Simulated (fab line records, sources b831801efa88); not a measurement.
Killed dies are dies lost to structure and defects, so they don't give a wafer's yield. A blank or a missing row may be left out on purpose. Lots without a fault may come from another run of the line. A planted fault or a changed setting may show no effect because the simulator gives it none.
fab line records | flow sky130
record lots=5 wafers=15 last_day=50
route steps=708 shown LDD_HVN@270 LDD_HVP@278 LDD_LDN@289 PAD_OPEN@708
lots that met no fault: from a run of the same line without faults
start_h: hours from the record's first day to the start of the lot's first wafer shown | wait_h: hours since the lot's step before | " the same as in the row above | L1.1+2: a row that stands for several wafers | - no value, or no start given | * or withheld: withheld | < > ~ a bound
route shown NAME@n: a module of which the file shows steps, and the number in the route of the first | usual: mean/standard deviation of fault-free wafers | same: alike in all rows | chamber/n: place in a boat | sites: the reading at each site | _std_site: their standard deviation | _edge_site: outer sites' mean less inner sites' | radius_mm: how far each site lies from the wafer's centre | mask NAME#n: copy n | behind: the tool/chamber that last shaped the wafer | hold: why the lot was held/for how many hours/how that ended | device: the transistor (n, p or np) that didn't switch | end of line: the same wafers' tests at the end of the route | a step without rows: its recipe alone | killed: dies lost to structure and defects at the first sort, not the wafer's yield | map: a wafer's dies, x killed, . not, _ none there
set.NAME: the setting as run; set.NAME@STEP: as run at that earlier step | model.NAME: the simulator's own value behind a step, which no gauge read
lots at some steps of the route; a table a step, a row a wafer
services: from which hour (start_h, from the record's first day; less than 0 if before it) a tool's chamber was out of use, for how many hours, and why
## steps
# step SKY_LDD_HVN_SOFTBAKE_03
# recipe temp_c=90 time_s=60 resist=NOVOLAK
# step SKY_LDD_HVN_EXPOSE_04
# recipe mask_id=HVNTM na=0.6 source_shape=conventional sigma_outer=0.6 polarization=unpolarized target_cd_nm=700 dose_mj=127
# step SKY_LDD_HVN_PEB_05
# recipe temp_c=withheld time_s=* resist=NOVOLAK
# step SKY_LDD_HVN_DEVELOP_06
# recipe resist=NOVOLAK developer=TMAH develop_time_s=60 dev_temp_c=22.49
# step SKY_LDD_HVN_OVL_MEAS_07
# usual LDD_HVN_OVL=-1.1/1.5
# columns lot.wafer tool chamber start_h wait_h LDD_HVN_OVL[nm]
L909.1 overlay-02 - 531.04 0.1 -2.0
L909.2 " - " " -1.6
L909.4 " - " " -0.7
L908.2 overlay-02 - 535.19 0.1 -1.9
L908.3 " - " " -0.7
L908.6 " - " " -2.1
L913.2 overlay-01 - 562.94 0.1 -1.0
L913.3 " - " " 0.6
L913.4 " - " " -0.3
L919.2 overlay-01 - 622.19 0.1 -1.1
L919.4 " - " " -0.2
L919.6 " - " " 1.0
L924.2 overlay-01 - 671.79 0.1 -1.4
L924.4 " - " " 1.8
L924.6 " - " " 2.2
# step SKY_LDD_HVN_IMPLANT_08
# recipe species=P energy_kev=60 dose_cm2=3e+13 tilt_deg=40
# step SKY_LDD_HVN_STRIP_09
# recipe chemistry=O2/N2 power_w=1400 pressure_mtorr=1500 platen_temp_c=withheld o2_flow_sccm=3000 n2_flow_sccm=300 overash_fraction=0.5
# usual drypump_motor_current_A=5.9/0.41 oes_product_au=0.409/0.0045 strip_time_to_endpoint_s=4.138/0.015
# columns lot.wafer tool chamber start_h wait_h drypump_motor_current_A oes_product_au rf_hours_counter_h strip_time_to_endpoint_s
L909.1 plasma_asher-02 0 531.22 0.1 6.2 0.408 85 4.153
L909.2 " 1 " " 6.5 0.404 85 4.154
L909.4 " 0 " " 6.3 0.411 - 4.142
L908.2 plasma_asher-02 1 535.37 0.1 6.5 0.406 85 4.135
L908.3 " 1 " " 6.5 0.405 - 4.142
L908.6 " 0 " " 6.2 0.409 - 4.118
L913.2 plasma_asher-04 0 563.17 0.1 5.2 0.407 76 4.128
L913.3 " 0 " " 5.2 0.407 - 4.126
L913.4 " 1 " " 5.7 0.405 - 4.131
L919.2 plasma_asher-04 0 622.37 0.1 5.2 0.420 82 4.125
L919.4 " 0 " " 5.2 0.408 - 4.138
L919.6 " 1 " " 5.7 0.408 - 4.143
L924.2 plasma_asher-02 1 671.97 0.1 6.5 0.412 98 4.126
L924.4 " 1 " " 6.5 0.404 - 4.117
L924.6 " 0 " " 6.3 0.410 - 4.130
# step SKY_LDD_HVN_TW_MEAS_10
# usual LDD_HVN_TW=1433/17
# columns lot.wafer tool chamber start_h wait_h LDD_HVN_TW
L909.1 film_metro-04 - 531.32 0.1 1422
L909.2 " - " " 1419
L909.4 " - " " 1424
L908.2 film_metro-02 - 535.48 0.1 1456
L908.3 " - " " 1449
L908.6 " - " " 1441
L913.2 film_metro-04 - 563.28 0.1 1402
L913.3 " - " " 1412
L913.4 " - " " 1412
L919.2 film_metro-02 - 622.48 0.1 1456
L919.4 " - " " 1449
L919.6 " - " " 1452
L924.2 film_metro-04 - 672.08 0.1 1426
L924.4 " - " " 1429
L924.6 " - " " 1419
# step SKY_LDD_HVP_DEHYDRATE_00
# recipe temp_c=200 time_s=60
# step SKY_LDD_HVP_HMDS_01
# recipe prime_time_s=60 prime_temp_c=120
# step SKY_LDD_HVP_COAT_02
# recipe resist=NOVOLAK spin_rpm=3000 resist_thk_nm=300
# step SKY_LDD_HVP_SOFTBAKE_03
# recipe temp_c=90 time_s=60 resist=NOVOLAK
# step SKY_LDD_HVP_EXPOSE_04
# recipe mask_id=HVPTM na=0.6 source_shape=conventional sigma_outer=0.6 polarization=unpolarized target_cd_nm=700 dose_mj=86
# usual stage_vel_mm_s=499.96/0.25
# columns lot.wafer tool chamber start_h wait_h mask stage_vel_mm_s
L909.1 iline_stepper-02 0 546.37 - HVPTM#0 499.78
L909.2 " 0 " " HVPTM#0 499.70
L909.4 " 0 " " HVPTM#0 499.93
L908.2 iline_stepper-02 0 552.15 - LDNTM#0 499.72
L908.3 " 0 " " LDNTM#0 499.79
L908.6 " 0 " " LDNTM#0 500.19
L913.2 iline_stepper-01 0 579.24 - HVPTM#0 499.65
L913.3 " 0 " " HVPTM#0 499.78
L913.4 " 0 " " HVPTM#0 500.14
L919.2 iline_stepper-01 0 635.26 - HVPTM#0 500.07
L919.4 " 0 " " HVPTM#0 500.03
L919.6 " 0 " " HVPTM#0 500.02
L924.2 iline_stepper-02 0 685.75 - HVPTM#0 500.12
L924.4 " 0 " " HVPTM#0 500.01
L924.6 " 0 " " HVPTM#0 499.94
# step SKY_LDD_HVP_PEB_05
# recipe temp_c=withheld time_s=* resist=NOVOLAK
# step SKY_LDD_HVP_DEVELOP_06
# recipe resist=NOVOLAK developer=TMAH develop_time_s=60 dev_temp_c=23
# step SKY_LDD_HVP_OVL_MEAS_07
# usual LDD_HVP_OVL=-0.6/1.6
# columns lot.wafer tool chamber start_h wait_h LDD_HVP_OVL[nm]
L909.1 overlay-02 - 561.14 0.1 -0.9
L909.2 " - " " 1.6
L909.4 " - " " -1.5
L908.2 overlay-01 - 565.14 0.1 -
L908.3 " - " " -
L908.6 " - " " -
L913.2 overlay-02 - 593.37 0.1 0.0
L913.3 " - " " -1.3
L913.4 " - " " -1.1
L919.2 overlay-01 - 650.34 0.1 -1.6
L919.4 " - " " -1.8
L919.6 " - " " -1.0
L924.2 overlay-01 - 698.99 0.1 2.2
L924.4 " - " " 2.6
L924.6 " - " " 0.6
# step SKY_LDD_HVP_IMPLANT_08
# recipe species=B energy_kev=20 dose_cm2=1.674e+13 tilt_deg=17.9
# step SKY_LDD_HVP_STRIP_09
# recipe chemistry=O2/N2 power_w=1400 pressure_mtorr=1500 platen_temp_c=withheld o2_flow_sccm=3000 n2_flow_sccm=300 overash_fraction=0.5
# usual drypump_motor_current_A=5.6/0.32 oes_product_au=0.409/0.0047 strip_time_to_endpoint_s=4.134/0.015
# columns lot.wafer tool chamber start_h wait_h drypump_motor_current_A oes_product_au rf_hours_counter_h strip_time_to_endpoint_s
L909.1 plasma_asher-04 0 561.32 0.1 5.2 0.404 76 4.127
L909.2 " 1 " " 5.7 0.407 76 4.149
L909.4 " 0 " " 5.2 0.406 - 4.116
L908.2 plasma_asher-04 1 565.32 0.1 5.7 0.408 77 4.116
L908.3 " 0 " " 5.2 0.416 - 4.119
L908.6 " 0 " " 5.2 0.406 - 4.096
L913.2 plasma_asher-01 1 593.55 0.1 6.1 0.409 44 4.146
L913.3 " 0 " " 5.7 0.415 - 4.139
L913.4 " 1 " " 6.1 0.402 - 4.140
L919.2 plasma_asher-01 0 650.52 0.1 5.7 0.409 50 4.153
L919.4 " 0 " " 5.7 0.411 - 4.140
L919.6 " 1 " " 6.1 0.405 - 4.145
L924.2 plasma_asher-01 1 699.17 0.1 6.1 0.420 55 4.117
L924.4 " 0 " " 5.7 0.408 - 4.138
L924.6 " 0 " " 5.7 0.410 - 4.125
# step SKY_LDD_HVP_TW_MEAS_10
# usual LDD_HVP_TW=451/3.7
# columns lot.wafer tool chamber start_h wait_h LDD_HVP_TW
L909.1 film_metro-04 - 561.42 0.1 445
L909.2 " - " " 445
L909.4 " - " " 443
L908.2 film_metro-03 - 565.43 0.1 30
L908.3 " - " " 30
L908.6 " - " " 30
L913.2 film_metro-03 - 593.66 0.1 456
L913.3 " - " " 456
L913.4 " - " " 455
L919.2 film_metro-04 - 650.63 0.1 450
L919.4 " - " " 452
L919.6 " - " " 448
L924.2 film_metro-04 - 699.28 0.1 448
L924.4 " - " " 447
L924.6 " - " " 447
# step SKY_LDD_LDN_DEHYDRATE_00
# recipe temp_c=200 time_s=60
# step SKY_PAD_OPEN_PROBE_99
# usual killed_at_M0_to_M3=43/6.3 killed_at_M4_up=3.3/1.7 killed_at_contacts=24/5.4 killed_at_front_end=16/4.6 killed_at_other=0.4/0.7 killed_dies=87/9.4 killed_on_rim=17/3.9 killed_open=47/6.9 killed_short=39/6.1
# same gross_dies=492 killed_at_back_side=0
# columns lot.wafer tool chamber start_h wait_h killed_at_M0_to_M3 killed_at_M4_up killed_at_contacts killed_at_front_end killed_at_other killed_dies killed_on_rim killed_open killed_short
L908.2 prober-01 - 1124.49 0.1 35 7 15 435 0 492 96 41 38
L908.3 prober-01 - 1124.54 0.2 53 1 32 406 0 492 96 47 49
L908.6 prober-01 - 1124.69 0.2 48 3 29 412 0 492 96 50 51
# killed by level:class
L908.2 LDD_HVP:area_expose=413 VIA1:geometric_particle:open=10 LI_CONTACT:geometric_particle:open=5 METAL1:geometric_particle:short=5 FIELD_ISO:geometric_particle:open=4 FIELD_ISO:geometric_particle:short=4 POLY_GATE:geometric_particle:short=4 VIA2:geometric_particle:open=4
L908.3 LDD_HVP:area_expose=395 VIA2:geometric_particle:open=13 CONTACT:geometric_particle:open=10 METAL2:geometric_particle:short=10 VIA1:geometric_particle:open=8 LI_CONTACT:geometric_particle:open=7 CONTACT:geometric_particle:short=7 VIA1:geometric_particle:short=6
L908.6 LDD_HVP:area_expose=390 VIA1:geometric_particle:open=12 CONTACT:geometric_particle:open=9 LI_CONTACT:geometric_particle:open=8 CONTACT:geometric_particle:short=7 FIELD_ISO:geometric_particle:open=6 METAL1:geometric_particle:short=6 METAL2:geometric_particle:short=6
# map L908.2 (x killed, . not)
__________xxxxxxxxxx_________
________xxxxxxxxxxxxxx_______
______xxxxxxxxxxxxxxxxxx_____
_____xxxxxxxxxxxxxxxxxxxx____
____xxxxxxxxxxxxxxxxxxxxxx___
___xxxxxxxxxxxxxxxxxxxxxxxx__
__xxxxxxxxxxxxxxxxxxxxxxxxxx_
_xxxxxxxxxxxxxxxxxxxxxxxxxxxx
_xxxxxxxxxxxxxxxxxxxxxxxxxxxx
_xxxxxxxxxxxxxxxxxxxxxxxxxxxx
_xxxxxxxxxxxxxxxxxxxxxxxxxxxx
_xxxxxxxxxxxxxxxxxxxxxxxxxxxx
_xxxxxxxxxxxxxxxxxxxxxxxxxxxx
_xxxxxxxxxxxxxxxxxxxxxxxxxxxx
_xxxxxxxxxxxxxxxxxxxxxxxxxxxx
__xxxxxxxxxxxxxxxxxxxxxxxxxx_
___xxxxxxxxxxxxxxxxxxxxxxxx__
____xxxxxxxxxxxxxxxxxxxxxx___
_____xxxxxxxxxxxxxxxxxxxx____
______xxxxxxxxxxxxxxxxxx_____
________xxxxxxxxxxxxxx_______
__________xxxxxxxxxx_________
# map L924.4 (x killed, . not)
__________.x........_________
________........x....._______
______.x.........x......_____
_____..............x.x...____
____.x.......x......x.....___
___....................xx..__
__....xx.x.........x...xx..._
_..x..x.........x....x.x....x
_.......x...x...x.........x..
_.x.x..xx..x..x..xx........x.
_..x....xx.x...xx...x........
_....x....x....x...........x.
_..........x..xx......x......
_...........x.xxx......x.....
_x...........................
__......xxx....x..x....x...x_
___.xx........x..x.....x...__
____.......x...x.....x..x.___
_____......xx............____
______...x...x...x......_____
________.x.....x....x._______
__________..x....xx._________
## services
# columns tool chamber start_h hours kind
plasma_asher-02 - 522.68 2.8 pm
iline_stepper-01 - 531.71 28.9 pm
iline_stepper-01 - 560.60 1.7 pm
iline_stepper-02 - 578.28 1.7 pm
iline_stepper-01 - 617.97 6.8 repair
iline_stepper-01 0 622.13 - calibration
iline_stepper-02 0 636.02 - calibration
## key
first_sign step=SKY_LDD_HVP_EXPOSE_04 reading=mask direction=changed
effect step=SKY_LDD_HVP_OVL_MEAS_07 reading=LDD_HVP_OVL direction=missing
effect step=SKY_LDD_HVP_TW_MEAS_10 reading=LDD_HVP_TW direction=down sigmas=99+ usual=451 struck=30
effect step=SKY_PAD_OPEN_PROBE_99 reading=killed_at_front_end direction=up sigmas=88 usual=16 struck=418
more_kills_born_at SKY_LDD_HVP_EXPOSE_04@iline_stepper-02=1198
met_at SKY_LDD_HVP_EXPOSE_04
struck_wafers L908.2,L908.3,L908.6
tester_left_out L908
onset_between 546.37 552.15
fault kind=wrong_mask tool=any chamber=- onset_h=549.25 steps=SKY_LDD_HVP_EXPOSE_04 aux_copy=LDNTM#0 scope=struck_lots_only
# tester_left_out: of these lots the tester's yield and bins aren't shown, on N5 and GAA mostly nor the transistor test; their killed dies are dies lost to structure and defects alone, not to doping, threshold or leakage, so they don't give the yield
